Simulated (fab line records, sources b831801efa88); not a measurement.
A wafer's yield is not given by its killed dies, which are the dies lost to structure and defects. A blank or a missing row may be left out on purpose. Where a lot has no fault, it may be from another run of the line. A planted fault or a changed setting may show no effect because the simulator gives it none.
The same fault as seen by 2 desks || flow gf180mcu || numbers are kept per desk, each desk with only its own; the story behind them comes last

DESK OF THE TOOL OWNER: pvd_sputter-03
The tool's own readings at GF_SALICIDE_SPUTTER_03 (material TiN, target thk 20 nm, time 16.7 s): means of the sampled wafers that have a number, for each lot that ran on this tool. Any lot whose mean is over 4 standard deviations away from the usual mean is out of limits and marked OUT; that distance is given in the brackets.
Columns: A = throttle_valve_pct at GF_SALICIDE_SPUTTER_03, usual 30.5 %
{"lot": "L567", "first seen here": "day 15 19:11", "A": 30.4}
{"lot": "L570", "first seen here": "day 17 04:50", "A": 30.5}
{"lot": "L572", "first seen here": "day 18 01:17", "A": 30.5}
{"lot": "L576", "first seen here": "day 19 13:02", "A": 30.8}
{"lot": "L577", "first seen here": "day 19 16:31", "A": 30.7}
{"lot": "L579", "first seen here": "day 20 09:53", "A": 30.8}
{"lot": "L585", "first seen here": "day 22 12:38", "A": 30.7}
{"lot": "L586", "first seen here": "day 22 21:10", "A": 30.8}
Finding of this desk: none of the 8 lots has anything out of limits.

AT THE METROLOGY DESK
Means of the sampled wafers that have a number, per lot and without regard to the tool the lot ran on: this is what the gauges read. Any lot whose mean is over 4 standard deviations away from the usual mean is out of limits and marked OUT; that distance is given in the brackets.
Columns: A = cd_nm at GF_SAB_CD_MEAS_09, usual 420.3 nm; B = SALICIDE_TIN_THK at GF_SALICIDE_THK_MEAS_05, usual 19.80 nm
{"lot": "L566", "first seen here": "day 15 12:45", "A": 421.7, "B": 20.10}
{"lot": "L567", "first seen here": "day 15 18:38", "A": 418.6, "B": 19.63}
{"lot": "L569", "first seen here": "day 16 19:25", "A": 423.0, "B": 19.62}
{"lot": "L570", "first seen here": "day 17 04:19", "A": 419.4, "B": 19.55}
{"lot": "L572", "first seen here": "day 18 00:47", "A": 419.6, "B": 19.64}
{"lot": "L574", "first seen here": "day 18 12:51", "A": 420.6, "B": 19.72}
{"lot": "L576", "first seen here": "day 19 12:30", "A": 422.9, "B": 20.02}
{"lot": "L577", "first seen here": "day 19 16:00", "A": 423.0, "B": 20.03}
{"lot": "L578", "first seen here": "day 20 02:02", "A": 424.0, "B": 20.32}
{"lot": "L579", "first seen here": "day 20 09:23", "A": 422.5, "B": 19.86}
{"lot": "L583", "first seen here": "day 21 20:25", "A": 420.4, "B": 19.86}
{"lot": "L584", "first seen here": "day 22 04:47", "A": 420.0, "B": 19.75}
{"lot": "L585", "first seen here": "day 22 12:06", "A": 417.5, "B": 20.28}
{"lot": "L586", "first seen here": "day 22 20:40", "A": 417.2, "B": 20.11}
Finding of this desk: none of the 14 lots has anything out of limits.

TAKEN TOGETHER
The tool owner's desk saw nothing out of limits.
Nothing out of limits was seen by the metrology desk.

WHAT THE SIMULATOR PUT IN
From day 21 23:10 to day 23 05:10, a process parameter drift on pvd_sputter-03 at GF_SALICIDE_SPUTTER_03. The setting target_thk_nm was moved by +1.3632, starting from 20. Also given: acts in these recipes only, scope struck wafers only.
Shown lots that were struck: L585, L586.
